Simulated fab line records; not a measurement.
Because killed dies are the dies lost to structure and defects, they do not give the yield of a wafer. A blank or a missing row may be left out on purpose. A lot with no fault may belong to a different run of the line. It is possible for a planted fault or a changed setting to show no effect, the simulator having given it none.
fab line records -- flow gf180mcu -- part 1 of 2: steps 1 to 29 of 41
[record] lots = 5, wafers = 15, last_day = 34
route steps=602 shown STI@15 DNWELL@32 NWELL@42 LVPWELL@54
lots that met no fault: taken from a fault-free run of the same line
start_h: hours from the record's first day to the start of the lot's first wafer shown -- wait_h: hours elapsed since this lot's preceding step -- " unchanged from the row above -- L1.1+2: a row that stands for several wafers -- - either no value or no given start -- * or withheld: withheld -- < > ~ a bound
route shown NAME@n: a module of which the file shows steps, and the number in the route of the first -- usual: the fault-free wafers' mean and standard deviation -- same: alike in all rows -- chamber/n: place in a boat -- sites: per-site readings -- _std_site: how widely they spread, as a standard deviation -- _edge_site: outer sites' mean less inner sites' -- radius_mm: for every site, how far away it sits from the centre of the wafer -- mask NAME#n: copy n -- behind: the most recent tool/chamber to have shaped the wafer -- hold: the reason the lot was held/the length of the hold in hours/how it ended -- device: the transistor (n, p or np) that didn't switch -- end of line: the route-end tests of the same wafers -- a step given without rows: its recipe and nothing more -- killed: dies lost to structure and defects at the first sort, not the wafer's yield -- map: per-die view of a wafer (x killed, . not killed, _ where there is no die)
set.NAME: the run value of the setting; set.NAME@STEP: its run value at that earlier step -- model.NAME: the simulator's own value behind a step, which no gauge read
lots at some steps of the route; a table a step, a row a wafer
services: from which hour (start_h, from the record's first day; less than 0 if before it) a tool's chamber was out of use, for how many hours, and why
[[steps]]
[step GF_STI_ETCH_14]
[recipe] target = Si, chemistry = HBr/Cl2/O2, target_depth_nm = 360, icp_w = 600, bias_w = 150, pressure_mtorr = 15, HBr_flow_sccm = 150, Cl2_flow_sccm = 40, O2_flow_sccm = 6, time_s = 102.9
[usual] drypump_motor_current_A = 5.7/0.63, oes_product_au = 1.002/0.0071, throttle_valve_pct = 25.655/0.011
lot.wafer,tool,chamber,start_h,wait_h,drypump_motor_current_A,oes_product_au,rf_hours_counter_h,throttle_valve_pct
L081.3,rie_si-01,2,62.67,0.0,5.2,1.010,59,25.650
L081.5,rie_si-01,0,62.67,0.0,4.9,0.999,-,25.654
L081.6,rie_si-01,3,62.67,0.0,5.5,1.000,-,25.665
L082.1,rie_si-01,3,66.29,0.0,5.5,1.005,69,25.661
L082.2,rie_si-01,0,66.29,0.0,4.9,0.990,145,25.683
L082.6,rie_si-01,1,66.29,0.0,6.5,0.994,-,25.661
L091.1,rie_si-01,1,113.61,0.0,6.5,1.013,1,25.658
L091.3,rie_si-01,2,113.61,0.0,5.2,1.012,59,25.631
L091.5,rie_si-01,2,113.61,0.0,5.2,1.014,-,25.655
L092.1,rie_si-02,1,118.56,0.0,5.6,1.013,141,25.659
L092.2,rie_si-02,2,118.56,0.0,5.1,0.998,82,25.667
L092.3,rie_si-02,3,118.56,0.0,6.2,1.008,10,25.653
L095.1,rie_si-01,0,133.26,0.0,4.9,0.994,0,25.648
L095.2,rie_si-01,3,133.26,0.0,5.5,1.002,70,25.663
L095.3,rie_si-01,2,133.26,0.0,5.2,1.007,59,25.644
[step GF_STI_STRIP_15]
[recipe] chemistry = O2/N2, power_w = 1400, pressure_mtorr = 1500, platen_temp_c = 250, o2_flow_sccm = 3000, n2_flow_sccm = 300, overash_fraction = 0.5
[usual] drypump_motor_current_A = 5.5/0.43, heater_power_w = 343/39, oes_product_au = 0.384/0.0047, strip_time_to_endpoint_s = 3.73/0.046
lot.wafer,tool,chamber,start_h,wait_h,drypump_motor_current_A,heater_power_w,oes_product_au,rf_hours_counter_h,strip_time_to_endpoint_s
L081.3,plasma_asher-02,1,62.77,0.1,6.2,350,0.384,-,3.73
L081.5,plasma_asher-02,0,62.77,0.1,6.0,301,0.388,-,3.65
L081.6,plasma_asher-02,1,62.77,0.1,6.2,363,0.382,-,3.64
L082.1,plasma_asher-03,0,66.36,0.0,5.3,399,0.388,38,3.74
L082.2,plasma_asher-03,1,66.36,0.0,4.9,348,0.386,38,3.80
L082.6,plasma_asher-03,1,66.36,0.0,4.9,347,0.386,-,3.73
L091.1,plasma_asher-04,0,113.69,0.0,5.6,286,0.381,46,3.79
L091.3,plasma_asher-04,1,113.69,0.0,5.6,332,0.383,-,3.71
L091.5,plasma_asher-04,1,113.69,0.0,5.6,348,0.385,-,3.71
L092.1,plasma_asher-03,0,118.64,0.0,5.3,406,0.388,43,3.75
L092.2,plasma_asher-03,1,118.64,0.0,4.9,363,0.393,43,3.83
L092.3,plasma_asher-03,1,118.64,0.0,4.9,352,0.377,-,3.72
L095.1,plasma_asher-03,0,133.34,0.0,5.3,401,0.380,45,3.69
L095.2,plasma_asher-03,1,133.34,0.0,5.0,349,0.378,45,3.69
L095.3,plasma_asher-03,1,133.34,0.0,4.9,356,0.385,-,3.70
[step GF_STI_CLEAN_16]
[recipe] chemistry = dHF, time_s = 25, dilution = 100:1
lot.wafer,tool,chamber,start_h,wait_h
L081.3+5+6,wet_bench-04,2,62.84,0.0
L082.1+2+6,wet_bench-01,1,66.46,0.1
L091.1+3+5,wet_bench-01,3,113.79,0.1
L092.1+2+3,wet_bench-04,3,118.74,0.1
L095.1+2+3,wet_bench-04,0,133.44,0.1
[step GF_STI_WET_ETCH_17]
[recipe] chemistry = H3PO4, target_depth_nm = 45, temp_c = 160, target = Si3N4, time_s = 514
lot.wafer,tool,chamber,start_h,wait_h
L081.3+5+6,wet_bench-01,0,62.85,0.0
L082.1+2+6,wet_bench-04,0,66.48,0.0
L091.1+3+5,wet_bench-04,1,113.80,0.0
L092.1+2+3,wet_bench-02,0,118.77,0.0
L095.1+2+3,wet_bench-01,2,133.47,0.0
[step GF_STI_CLEAN_18]
[recipe] chemistry = SC1/SC2, mix = 1:4:20, temp_c = 70, time_s = 150
lot.wafer,tool,chamber,start_h,wait_h
L081.3+5+6,wet_bench-02,3,63.02,0.0
L082.1+2+6,wet_bench-02,3,66.63,0.0
L091.1+3+5,wet_bench-02,1,114.11,0.0
L092.1+2+3,wet_bench-01,1,118.92,0.0
L095.1+2+3,wet_bench-02,2,133.62,0.0
[step GF_STI_CLEAN_19]
[recipe] chemistry = dHF, time_s = 20, dilution = 100:1
lot.wafer,tool,chamber,start_h,wait_h
L081.3+5+6,wet_bench-04,1,63.07,0.0
L082.1+2+6,wet_bench-01,0,66.68,0.0
L091.1+3+5,wet_bench-01,0,114.16,0.0
L092.1+2+3,wet_bench-04,1,118.97,0.0
L095.1+2+3,wet_bench-04,3,133.67,0.0
[step GF_STI_WET_ETCH_20]
[recipe] chemistry = dHF, dilution = 100:1, target_depth_nm = 20, temp_c = 25, dry = ipa_marangoni, target = SiO2, time_s = 400
lot.wafer,tool,chamber,start_h,wait_h
L081.3+5+6,wet_bench-01,2,63.09,0.0
L082.1+2+6,wet_bench-04,3,66.70,0.0
L091.1+3+5,wet_bench-04,2,114.17,0.0
L092.1+2+3,wet_bench-02,1,119.00,0.0
L095.1+2+3,wet_bench-01,0,133.70,0.0
[step GF_STI_OXIDATION_21]
[recipe] temp_c = 1000, ambient = O2, stabilise_s = 600, purge_s = 300, target_thk_a = 150, ox_time_s = 458
[usual] zone_power_bottom_pct = 37/5.1
lot.wafer,tool,chamber,start_h,wait_h,zone_power_bottom_pct
L081.3,furnace-01,0,65.05,1.8,42
L081.5,furnace-01,0,65.05,1.8,41
L081.6,furnace-01,0,65.05,1.8,41
L082.1,furnace-02,0,67.57,0.7,31
L082.2,furnace-02,0,67.57,0.7,31
L082.6,furnace-02,0,67.57,0.7,32
L091.1,furnace-01,0,114.41,0.0,41
L091.3,furnace-01,0,114.41,0.0,41
L091.5,furnace-01,0,114.41,0.0,42
L092.1,furnace-02,0,119.12,0.0,31
L092.2,furnace-02,0,119.12,0.0,31
L092.3,furnace-02,0,119.12,0.0,31
L095.1,furnace-01,0,133.92,0.1,41
L095.2,furnace-01,0,133.92,0.1,42
L095.3,furnace-01,0,133.92,0.1,41
[step GF_STI_THK_MEAS_22]
[recipe] reads = SiO2_of_STI_OXIDATION_21
[usual] STI_OXIDATION_01_THK = 15.1/0.37
lot.wafer,tool,chamber,start_h,wait_h,STI_OXIDATION_01_THK[nm]
L081.3,film_metro-03,-,66.19,0.0,15.4
L081.5,film_metro-03,-,66.19,0.0,15.4
L081.6,film_metro-03,-,66.19,0.0,15.2
L082.1,film_metro-01,-,68.69,0.0,14.8
L082.2,film_metro-01,-,68.69,0.0,14.7
L082.6,film_metro-01,-,68.69,0.0,14.9
L091.1,film_metro-02,-,115.54,0.0,15.0
L091.3,film_metro-02,-,115.54,0.0,15.2
L091.5,film_metro-02,-,115.54,0.0,15.3
L092.1,film_metro-02,-,120.24,0.0,14.8
L092.2,film_metro-02,-,120.24,0.0,14.4
L092.3,film_metro-02,-,120.24,0.0,14.8
L095.1,film_metro-03,-,135.05,0.0,15.1
L095.2,film_metro-03,-,135.05,0.0,15.2
L095.3,film_metro-03,-,135.05,0.0,15.3
[step GF_STI_CVD_23]
[recipe] material = SiO2, target_thk_nm = 650, sigma_open_frac = 0.3, time_s = 108.3, temp_c = 600, sih4_flow_sccm = 60, pressure_mtorr = 6
lot.wafer,tool,chamber,start_h,wait_h
L081.3+5+6,hdpcvd-02,"0,1,0",66.23,0.0
L082.1+2+6,hdpcvd-01,"2,1,2",68.75,0.1
L091.1+3+5,hdpcvd-02,"1,2,1",115.60,0.1
L092.1+2+3,hdpcvd-01,"0,1,2",120.30,0.1
L095.1+2+3,hdpcvd-01,"0,1,2",135.11,0.1
[step GF_STI_THK_MEAS_24]
[recipe] reads = SiO2_of_STI_CVD_23
[usual] STI_CVD_23_THK = 646/6.3
lot.wafer,tool,chamber,start_h,wait_h,STI_CVD_23_THK[nm]
L081.3,film_metro-02,-,66.33,0.1,646
L081.5,film_metro-02,-,66.33,0.1,639
L081.6,film_metro-02,-,66.33,0.1,643
L082.1,film_metro-02,-,68.87,0.1,647
L082.2,film_metro-02,-,68.87,0.1,644
L082.6,film_metro-02,-,68.87,0.1,648
L091.1,film_metro-01,-,115.67,0.0,643
L091.3,film_metro-01,-,115.67,0.0,643
L091.5,film_metro-01,-,115.67,0.0,638
L092.1,film_metro-03,-,120.38,0.0,642
L092.2,film_metro-03,-,120.38,0.0,639
L092.3,film_metro-03,-,120.38,0.0,649
L095.1,film_metro-02,-,135.18,0.0,649
L095.2,film_metro-02,-,135.18,0.0,649
L095.3,film_metro-02,-,135.18,0.0,645
[step GF_STI_CMP_25]
[recipe] stop_on = Si3N4, t_overpolish_s = 33, down_force_psi = 4, platen_rpm = 60, target_thk_nm = 524.6, pad_velocity_m_s = 0.94248
[usual] motor_current_A = 12.6/1.8, overpolish_run_s = 33.000/0.0093, time_to_endpoint_s = 127/5.8
lot.wafer,tool,chamber,start_h,wait_h,motor_current_A,overpolish_run_s,time_to_endpoint_s
L081.3,cmp-02,0,66.64,0.3,9.6,32.999,127
L081.6,cmp-02,3,66.64,0.3,12.3,33.004,126
L081.5,cmp-02,0,66.64,0.3,9.7,32.998,126
L082.2,cmp-01,1,69.03,0.1,15.7,32.995,127
L082.1,cmp-01,2,69.03,0.1,11.7,33.015,120
L082.6,cmp-01,3,69.03,0.1,14.4,33.003,129
L091.3,cmp-02,2,115.73,0.0,12.3,32.999,137
L091.1,cmp-02,1,115.73,0.0,12.5,32.990,127
L091.5,cmp-02,2,115.73,0.0,12.0,33.012,132
L092.2,cmp-01,0,120.44,0.0,11.8,33.002,122
L092.1,cmp-01,2,120.44,0.0,11.8,33.002,116
L092.3,cmp-01,3,120.44,0.0,14.0,33.012,128
L095.2,cmp-01,2,135.54,0.3,12.1,33.001,113
L095.3,cmp-01,0,135.54,0.3,12.0,33.004,121
L095.1,cmp-01,1,135.54,0.3,15.9,32.989,123
[step GF_STI_WET_ETCH_26]
[recipe] chemistry = dHF, target_depth_nm = 94, target = SiO2, temp_c = 25, dilution = 10:1, time_s = 188
lot.wafer,tool,chamber,start_h,wait_h
L081.3+5+6,wet_bench-02,3,66.89,0.2
L082.1+2+6,wet_bench-02,3,69.23,0.1
L091.1+3+5,wet_bench-01,3,116.03,0.1
L092.1+2+3,wet_bench-02,2,120.74,0.1
L095.1+2+3,wet_bench-04,0,135.84,0.1
[step GF_STI_WET_ETCH_27]
[recipe] chemistry = H3PO4, target_depth_nm = 160, target = Si3N4, temp_c = 160, time_s = 1825
lot.wafer,tool,chamber,start_h,wait_h
L081.3+5+6,wet_bench-01,2,66.96,0.0
L082.1+2+6,wet_bench-01,0,69.29,0.0
L091.1+3+5,wet_bench-04,0,116.09,0.0
L092.1+2+3,wet_bench-04,2,120.80,0.0
L095.1+2+3,wet_bench-01,0,135.96,0.0
[step GF_STI_WET_ETCH_28]
[recipe] chemistry = dHF, target_depth_nm = 20, dry = ipa_marangoni, target = SiO2, temp_c = 25, dilution = 10:1, time_s = 40
lot.wafer,tool,chamber,start_h,wait_h
L081.3+5+6,wet_bench-02,3,67.47,0.0
L082.1+2+6,wet_bench-04,0,69.81,0.0
L091.1+3+5,wet_bench-02,3,117.12,0.0
L092.1+2+3,wet_bench-02,1,121.93,0.0
L095.1+2+3,wet_bench-01,2,136.47,0.0
[step GF_STI_OXIDATION_29]
[recipe] temp_c = 900, ambient = O2, stabilise_s = 600, purge_s = 300, target_thk_a = 100, ox_time_s = 1418
[usual] zone_power_bottom_pct = 29/4.1
lot.wafer,tool,chamber,start_h,wait_h,zone_power_bottom_pct
L081.3,furnace-01,0,67.67,0.2,33
L081.5,furnace-01,0,67.67,0.2,33
L081.6,furnace-01,0,67.67,0.2,32
L082.1,furnace-01,0,69.83,0.0,33
L082.2,furnace-01,0,69.83,0.0,32
L082.6,furnace-01,0,69.83,0.0,33
L091.1,furnace-02,0,117.14,0.0,25
L091.3,furnace-02,0,117.14,0.0,25
L091.5,furnace-02,0,117.14,0.0,24
L092.1,furnace-01,0,121.95,0.0,33
L092.2,furnace-01,0,121.95,0.0,32
L092.3,furnace-01,0,121.95,0.0,33
L095.1,furnace-02,0,136.51,0.0,25
L095.2,furnace-02,0,136.51,0.0,25
L095.3,furnace-02,0,136.51,0.0,25
[step GF_STI_THK_MEAS_30]
[recipe] reads = SiO2_of_STI_OXIDATION_29
[usual] STI_OXIDATION_02_THK = 10.00/0.27
lot.wafer,tool,chamber,start_h,wait_h,STI_OXIDATION_02_THK[nm]
L081.3,film_metro-01,-,69.09,0.0,10.32
L081.5,film_metro-01,-,69.09,0.0,10.27
L081.6,film_metro-01,-,69.09,0.0,10.37
L082.1,film_metro-03,-,71.22,0.0,10.12
L082.2,film_metro-03,-,71.22,0.0,10.30
L082.6,film_metro-03,-,71.22,0.0,10.21
L091.1,film_metro-03,-,118.54,0.0,9.57
L091.3,film_metro-03,-,118.54,0.0,9.68
L091.5,film_metro-03,-,118.54,0.0,9.66
L092.1,film_metro-01,-,123.34,0.0,10.74
L092.2,film_metro-01,-,123.34,0.0,10.58
L092.3,film_metro-01,-,123.34,0.0,10.54
L095.1,film_metro-03,-,137.91,0.0,9.81
L095.2,film_metro-03,-,137.91,0.0,9.90
L095.3,film_metro-03,-,137.91,0.0,9.96
[step GF_DNWELL_DEHYDRATE_00]
[recipe] temp_c = 200, time_s = 60
[usual] exhaust_pa = 44.9/0.97
lot.wafer,tool,chamber,start_h,wait_h,exhaust_pa
L081.3,litho_track-02,0,75.14,6.0,43.7
L081.5,litho_track-02,0,75.14,6.0,45.0
L081.6,litho_track-02,0,75.14,6.0,44.8
L082.1,litho_track-04,0,77.12,5.9,43.7
L082.2,litho_track-04,0,77.12,5.9,44.7
L082.6,litho_track-04,0,77.12,5.9,44.6
L091.1,litho_track-04,0,125.42,6.9,46.2
L091.3,litho_track-04,0,125.42,6.9,44.1
L091.5,litho_track-04,0,125.42,6.9,45.3
L092.1,litho_track-03,0,130.06,6.7,44.0
L092.2,litho_track-03,0,130.06,6.7,44.0
L092.3,litho_track-03,0,130.06,6.7,44.3
L095.1,litho_track-04,0,144.82,6.9,43.7
L095.2,litho_track-04,0,144.82,6.9,44.2
L095.3,litho_track-04,0,144.82,6.9,44.4
[step GF_DNWELL_HMDS_01]
[recipe] prime_time_s = 60, prime_temp_c = 120
[usual] exhaust_pa = 44.8/0.87
lot.wafer,tool,chamber,start_h,wait_h,exhaust_pa
L081.3,litho_track-02,0,75.29,0.1,45.3
L081.5,litho_track-02,0,75.29,0.1,45.0
L081.6,litho_track-02,0,75.29,0.1,44.6
L082.1,litho_track-04,0,77.27,0.1,45.9
L082.2,litho_track-04,0,77.27,0.1,46.0
L082.6,litho_track-04,0,77.27,0.1,46.5
L091.1,litho_track-04,0,125.57,0.1,44.7
L091.3,litho_track-04,0,125.57,0.1,45.2
L091.5,litho_track-04,0,125.57,0.1,43.5
L092.1,litho_track-03,0,130.21,0.1,45.1
L092.2,litho_track-03,0,130.21,0.1,45.0
L092.3,litho_track-03,0,130.21,0.1,44.8
L095.1,litho_track-04,0,144.97,0.1,45.2
L095.2,litho_track-04,0,144.97,0.1,43.0
L095.3,litho_track-04,0,144.97,0.1,43.8
[step GF_DNWELL_COAT_02]
[recipe] spin_rpm = 2000, resist_thk_nm = 3000
[usual] exhaust_pa = 45.0/0.87
lot.wafer,tool,chamber,start_h,wait_h,exhaust_pa
L081.3,litho_track-02,0,75.44,0.1,44.8
L081.5,litho_track-02,0,75.44,0.1,43.5
L081.6,litho_track-02,0,75.44,0.1,45.8
L082.1,litho_track-04,0,77.42,0.1,45.2
L082.2,litho_track-04,0,77.42,0.1,44.9
L082.6,litho_track-04,0,77.42,0.1,46.1
L091.1,litho_track-04,0,125.72,0.1,46.5
L091.3,litho_track-04,0,125.72,0.1,46.5
L091.5,litho_track-04,0,125.72,0.1,46.1
L092.1,litho_track-03,0,130.36,0.1,43.5
L092.2,litho_track-03,0,130.36,0.1,43.8
L092.3,litho_track-03,0,130.36,0.1,43.4
L095.1,litho_track-04,0,145.12,0.1,45.2
L095.2,litho_track-04,0,145.12,0.1,43.7
L095.3,litho_track-04,0,145.12,0.1,44.0
[step GF_DNWELL_SOFTBAKE_03]
[recipe] temp_c = 110, time_s = withheld
[usual] exhaust_pa = 45.0/0.88
lot.wafer,tool,chamber,start_h,wait_h,exhaust_pa
L081.3,litho_track-02,0,75.61,0.1,45.2
L081.5,litho_track-02,0,75.61,0.1,45.4
L081.6,litho_track-02,0,75.61,0.1,45.2
L082.1,litho_track-04,0,77.57,0.1,46.7
L082.2,litho_track-04,0,77.57,0.1,45.4
L082.6,litho_track-04,0,77.57,0.1,43.8
L091.1,litho_track-04,0,125.87,0.1,45.2
L091.3,litho_track-04,0,125.87,0.1,43.1
L091.5,litho_track-04,0,125.87,0.1,45.5
L092.1,litho_track-03,0,130.51,0.1,44.4
L092.2,litho_track-03,0,130.51,0.1,44.3
L092.3,litho_track-03,0,130.51,0.1,44.8
L095.1,litho_track-04,0,145.27,0.1,45.0
L095.2,litho_track-04,0,145.27,0.1,44.4
L095.3,litho_track-04,0,145.27,0.1,44.6
[step GF_DNWELL_EXPOSE_04]
[recipe] mask_id = DNWELL, target_cd_nm = 1700, na = 0.6, source_shape = conventional, sigma_outer = 0.6, dose_mj = 260
lot.wafer,tool,chamber,start_h,wait_h,mask
L081.3+5+6,iline_stepper-02,0,-,-,DNWELL#0
L082.1+2+6,iline_stepper-02,0,-,-,DNWELL#0
L091.1+3+5,iline_stepper-02,0,-,-,DNWELL#0
L092.1+2+3,iline_stepper-02,0,-,-,DNWELL#0
L095.1+2+3,iline_stepper-02,0,-,-,DNWELL#0
[step GF_DNWELL_PEB_05]
[recipe] temp_c = 115, time_s = withheld
[usual] exhaust_pa = 45.1/1.1
lot.wafer,tool,chamber,start_h,wait_h,exhaust_pa
L081.3,litho_track-03,0,-,-,45.7
L081.5,litho_track-03,0,-,-,46.6
L081.6,litho_track-03,0,-,-,46.6
L082.1,litho_track-03,0,-,-,46.0
L082.2,litho_track-03,0,-,-,45.3
L082.6,litho_track-03,0,-,-,46.0
L091.1,litho_track-02,0,-,-,46.4
L091.3,litho_track-02,0,-,-,45.8
L091.5,litho_track-02,0,-,-,47.7
L092.1,litho_track-04,0,-,-,42.9
L092.2,litho_track-04,0,-,-,42.3
L092.3,litho_track-04,0,-,-,43.2
L095.1,litho_track-02,0,-,-,45.6
L095.2,litho_track-02,0,-,-,44.4
L095.3,litho_track-02,0,-,-,44.3
[step GF_DNWELL_DEVELOP_06]
[recipe] wall_angle_deg = 90, develop_time_s = 60, dev_temp_c = 23
[usual] exhaust_pa = 45.0/0.92
lot.wafer,tool,chamber,start_h,wait_h,exhaust_pa
L081.3,litho_track-03,0,-,-,45.1
L081.5,litho_track-03,0,-,-,44.1
L081.6,litho_track-03,0,-,-,43.7
L082.1,litho_track-03,0,-,-,43.6
L082.2,litho_track-03,0,-,-,44.1
L082.6,litho_track-03,0,-,-,44.7
L091.1,litho_track-02,0,-,-,45.3
L091.3,litho_track-02,0,-,-,44.1
L091.5,litho_track-02,0,-,-,43.7
L092.1,litho_track-04,0,-,-,44.1
L092.2,litho_track-04,0,-,-,44.4
L092.3,litho_track-04,0,-,-,42.9
L095.1,litho_track-02,0,-,-,46.2
L095.2,litho_track-02,0,-,-,45.7
L095.3,litho_track-02,0,-,-,44.8
[step GF_DNWELL_IMPLANT_07]
[recipe] species = P, energy_kev = 1500, dose_cm2 = 1.02e+13, tilt_deg = 0
lot.wafer,tool,chamber,start_h,wait_h
L081.3+5+6,implanter-01,0,81.77,-
L082.1+2+6,implanter-03,0,84.02,-
L091.1+3+5,implanter-01,0,133.04,-
L092.1+2+3,implanter-03,0,137.82,-
L095.1+2+3,implanter-01,0,153.09,-
[step GF_DNWELL_STRIP_08]
[recipe] chemistry = O2/N2, power_w = 1400, pressure_mtorr = 1500, platen_temp_c = 250, o2_flow_sccm = 3000, n2_flow_sccm = 300, overash_fraction = 0.5
[usual] drypump_motor_current_A = 6.0/0.4, heater_power_w = 329/30, oes_product_au = 0.723/0.0045, strip_time_to_endpoint_s = 36.99/0.091
lot.wafer,tool,chamber,start_h,wait_h,drypump_motor_current_A,heater_power_w,oes_product_au,rf_hours_counter_h,strip_time_to_endpoint_s
L081.3,plasma_asher-01,0,81.90,0.1,6.6,367,0.737,-,37.10
L081.5,plasma_asher-01,0,81.90,0.1,6.6,364,0.721,-,37.02
L081.6,plasma_asher-01,1,81.90,0.1,6.5,345,0.735,-,37.07
L082.1,plasma_asher-01,1,84.17,0.1,6.5,347,0.722,44,37.10
L082.2,plasma_asher-01,0,84.17,0.1,6.6,365,0.724,44,36.94
L082.6,plasma_asher-01,0,84.17,0.1,6.5,376,0.720,-,36.89
L091.1,plasma_asher-04,1,133.19,0.1,5.5,336,0.719,49,37.03
L091.3,plasma_asher-04,0,133.19,0.1,5.6,285,0.723,-,36.93
L091.5,plasma_asher-04,1,133.19,0.1,5.5,338,0.729,-,37.08
L092.1,plasma_asher-01,1,137.97,0.1,6.5,347,0.720,1,37.04
L092.2,plasma_asher-01,0,137.97,0.1,6.6,365,0.724,1,37.09
L092.3,plasma_asher-01,1,137.97,0.1,6.5,347,0.715,-,37.02
L095.1,plasma_asher-02,0,153.24,0.1,6.0,285,0.717,38,36.87
L095.2,plasma_asher-02,1,153.24,0.1,6.2,348,0.726,38,36.90
L095.3,plasma_asher-02,1,153.24,0.1,6.1,356,0.724,-,36.84
[step GF_DNWELL_TW_MEAS_09]
[usual] DNWELL_TW = 1353/10
lot.wafer,tool,chamber,start_h,wait_h,DNWELL_TW
L081.3,film_metro-01,-,81.99,0.1,1361
L081.5,film_metro-01,-,81.99,0.1,1358
L081.6,film_metro-01,-,81.99,0.1,1365
L082.1,film_metro-02,-,84.27,0.1,1344
L082.2,film_metro-02,-,84.27,0.1,1343
L082.6,film_metro-02,-,84.27,0.1,1337
L091.1,film_metro-01,-,133.29,0.1,1361
L091.3,film_metro-01,-,133.29,0.1,1370
L091.5,film_metro-01,-,133.29,0.1,1363
L092.1,film_metro-02,-,138.07,0.1,1356
L092.2,film_metro-02,-,138.07,0.1,1355
L092.3,film_metro-02,-,138.07,0.1,1361
L095.1,film_metro-04,-,153.34,0.1,1350
L095.2,film_metro-04,-,153.34,0.1,1361
L095.3,film_metro-04,-,153.34,0.1,1355
[step GF_NWELL_DEHYDRATE_00]
[recipe] temp_c = 200, time_s = 60
[usual] exhaust_pa = 44.8/0.96
lot.wafer,tool,chamber,start_h,wait_h,exhaust_pa
L081.3,litho_track-03,0,88.42,6.4,46.9
L081.5,litho_track-03,0,88.42,6.4,44.9
L081.6,litho_track-03,0,88.42,6.4,46.7
L082.1,litho_track-03,0,90.67,6.4,45.8
L082.2,litho_track-03,0,90.67,6.4,44.3
L082.6,litho_track-03,0,90.67,6.4,44.5
L091.1,litho_track-04,0,140.37,7.1,46.3
L091.3,litho_track-04,0,140.37,7.1,44.9
L091.5,litho_track-04,0,140.37,7.1,45.3
L092.1,litho_track-01,0,145.41,7.3,46.8
L092.2,litho_track-01,0,145.41,7.3,44.8
L092.3,litho_track-01,0,145.41,7.3,45.6
L095.1,litho_track-01,0,160.11,6.8,43.4
L095.2,litho_track-01,0,160.11,6.8,44.9
L095.3,litho_track-01,0,160.11,6.8,45.6
[step GF_NWELL_HMDS_01]
[recipe] prime_time_s = 60, prime_temp_c = 120
[usual] exhaust_pa = 44.9/0.9
lot.wafer,tool,chamber,start_h,wait_h,exhaust_pa
L081.3,litho_track-03,0,88.57,0.1,46.3
L081.5,litho_track-03,0,88.57,0.1,45.7
L081.6,litho_track-03,0,88.57,0.1,45.9
L082.1,litho_track-03,0,90.82,0.1,44.4
L082.2,litho_track-03,0,90.82,0.1,44.1
L082.6,litho_track-03,0,90.82,0.1,43.5
L091.1,litho_track-04,0,140.52,0.1,44.9
L091.3,litho_track-04,0,140.52,0.1,45.1
L091.5,litho_track-04,0,140.52,0.1,46.3
L092.1,litho_track-01,0,145.56,0.1,46.7
L092.2,litho_track-01,0,145.56,0.1,45.8
L092.3,litho_track-01,0,145.56,0.1,45.4
L095.1,litho_track-01,0,160.26,0.1,44.1
L095.2,litho_track-01,0,160.26,0.1,45.1
L095.3,litho_track-01,0,160.26,0.1,45.5
